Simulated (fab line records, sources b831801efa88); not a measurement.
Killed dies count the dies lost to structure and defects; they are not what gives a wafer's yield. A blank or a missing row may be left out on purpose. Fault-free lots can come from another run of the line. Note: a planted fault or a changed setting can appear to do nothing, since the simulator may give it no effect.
Which of the tools did it? | flow gf180mcu | 13 lots, 39 wafers sampled, at 4 steps of a route of 602

== WHAT EACH GAUGE READ, for each wafer ==
GF_HV_LDD_CD_MEAS_19 targets a cd of 400 nm.
lot  | measured     | on        | cd nm (nm)
L950 | day 11 06:08 | cd sem-01 | 402.5 403.6 402.8
L951 | day 11 07:08 | cd sem-01 | 400.6 399.8 401.0
L954 | day 12 05:39 | cd sem-02 | 396.9 398.7 395.4
L955 | day 12 13:09 | cd sem-01 | 398.0 395.8 397.6
L957 | day 13 08:39 | cd sem-02 | 394.0 394.7 394.6
L958 | day 13 13:10 | cd sem-01 | 400.2 399.7 398.6
L959 | day 14 02:49 | cd sem-02 | 400.7 399.6 398.0
L962 | day 14 21:06 | cd sem-01 | 402.7 401.8 404.0
L963 | day 15 06:27 | cd sem-02 | 398.7 399.4 399.8
L964 | day 15 12:02 | cd sem-02 | 397.2 396.6 396.0
L965 | day 15 15:32 | cd sem-02 | 399.1 399.1 396.8
L966 | day 16 04:56 | cd sem-02 | 400.2 399.3 398.7
L972 | day 18 11:52 | cd sem-02 | 400.6 400.1 398.7

GF_PSD_CD_MEAS_07 targets a cd of 400 nm.
lot  | measured     | on        | cd nm (nm)
L950 | day 14 16:29 | cd sem-01 | 397.4 399.0 395.6
L951 | day 14 20:37 | cd sem-02 | 401.0 399.6 398.3
L954 | day 15 20:17 | cd sem-01 | 403.7 405.0 404.0
L955 | day 16 05:05 | cd sem-02 | 400.0 400.0 398.1
L957 | day 17 02:08 | cd sem-02 | 399.2 397.6 400.4
L958 | day 17 06:04 | cd sem-02 | 400.3 398.8 399.0
L959 | day 17 23:07 | cd sem-01 | 397.0 397.2 398.5
L962 | day 18 21:20 | cd sem-02 | 397.5 399.9 399.6
L963 | day 19 08:10 | cd sem-01 | 398.0 397.8 401.4
L964 | day 19 15:49 | cd sem-01 | 389.6 386.6 388.9
L965 | day 19 19:28 | cd sem-02 | 388.7 388.8 388.0
L966 | day 20 06:22 | cd sem-02 | 388.6 391.0 387.4
L972 | day 22 17:07 | cd sem-02 | 402.4 401.1 401.6

GF_PSD_RS_MEAS_14: the measuring method here is four-point-probe.
lot  | measured     | on            | NSD_RS (ohm/sq)
L950 | day 14 17:06 | film metro-02 | 45.95 45.94 46.01
L951 | day 14 21:13 | film metro-04 | 46.12 45.93 46.14
L954 | day 15 20:53 | film metro-04 | 46.14 46.18 46.21
L955 | day 16 05:42 | film metro-01 | 46.05 45.93 45.92
L957 | day 17 02:44 | film metro-04 | 46.29 46.20 46.19
L958 | day 17 06:40 | film metro-02 | 46.14 46.06 46.07
L959 | day 17 23:43 | film metro-04 | 46.34 46.29 46.40
L962 | day 18 21:56 | film metro-02 | 46.05 46.06 45.96
L963 | day 19 08:46 | film metro-01 | 45.97 45.84 45.97
L964 | day 19 16:25 | film metro-04 | 46.13 46.24 46.21
L965 | day 19 20:47 | film metro-01 | 45.99 45.94 45.96
L966 | day 20 06:58 | film metro-04 | 46.39 46.18 46.20
L972 | day 22 17:43 | film metro-01 | 46.03 46.06 46.00

== WHICH TOOL RAN EACH LOT (tool, then ch and the chambers of the sampled wafers, then the start) ==
lot  | GF_PSD_DEVELOP_06
L950 | litho track-01 ch 0, day 14 16:20
L951 | litho track-01 ch 0, day 14 20:28
L954 | litho track-04 ch 0, day 15 20:08
L955 | litho track-04 ch 0, day 16 04:56
L957 | litho track-01 ch 0, day 17 01:59
L958 | litho track-03 ch 0, day 17 05:56
L959 | litho track-04 ch 0, day 17 22:59
L962 | litho track-04 ch 0, day 18 21:11
L963 | litho track-01 ch 0, day 19 08:01
L964 | litho track-04 ch 0, day 19 15:40
L965 | litho track-04 ch 0, day 19 19:19
L966 | litho track-04 ch 0, day 20 06:13
L972 | litho track-03 ch 0, day 22 16:58
- GF_PSD_DEVELOP_06: develop time 60 s.

== AS READ BY THE TOOLS THEMSELVES (means over the sampled wafers that have a number; for cases with no such wafer, the mark the record gives instead) ==
GF_PSD_DEVELOP_06.
lot  | tool           | developer temp C (C)
L950 | litho track-01 | 22.98
L951 | litho track-01 | 23.16
L954 | litho track-04 | 22.89
L955 | litho track-04 | 23.00
L957 | litho track-01 | 23.06
L958 | litho track-03 | 23.10
L959 | litho track-04 | 23.06
L962 | litho track-04 | 22.99
L963 | litho track-01 | 22.86
L964 | litho track-04 | 25.37
L965 | litho track-04 | 25.22
L966 | litho track-04 | 25.33
L972 | litho track-03 | 23.09

== THE ANSWER, worked out from the rows above alone ==
Rule: what is usual is taken from the lots themselves. Put in order of their means at a reading, lots are off if they are a third of the lots or fewer, leave a main group of 4 or more, and stand apart from it by a gap of 3 or more times the standard deviation of the main group's means; of several such gaps the widest counts. If all means in a main group match to the digits the tables above print for the reading, that group is not used. Also off: a lot with no number at a reading for which 4 or more lots have one. Any other lot the step has rows for is counted as sound. First the gauges in route order, then the tools' own readings, where a lot's mean is used as printed above. At the first step where some lot is off, the reading lying furthest off is the one used; lots without a number count as furthest.
Off at GF_PSD_CD_MEAS_07 (cd nm): L964, L965, L966. The main group has a mean of 399.6 nm with a standard deviation of 1.9.
If a tool, at a process step before that reading, ran all the lots that are off and no sound lot after the first of them, it fits. Not tried: the gauges at GF_PSD_CD_MEAS_07; whatever is off there is also off at GF_PSD_DEVELOP_06, on other tools, and gauge error can't account for it. One fits: GF_PSD_DEVELOP_06 on litho track-04. A fault onset in the window from L962 (day 18 21:11, its last sound lot) to L964 (day 19 15:40, its first lot off) fits.
On the lots that are off, the tool's own readings at GF_PSD_DEVELOP_06 differ by more than 5 times the standard deviation of the sound lots' means, which bears it out; developer temp C reads 25.31 C there versus 23.02 C on the sound lots.

== WHAT THE SIMULATOR HAD INSERTED ==
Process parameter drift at GF_PSD_DEVELOP_06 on litho track-04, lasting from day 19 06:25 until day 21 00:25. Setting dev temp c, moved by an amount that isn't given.
Struck lots among those shown: L964, L965, L966. Same finding as the rule above.
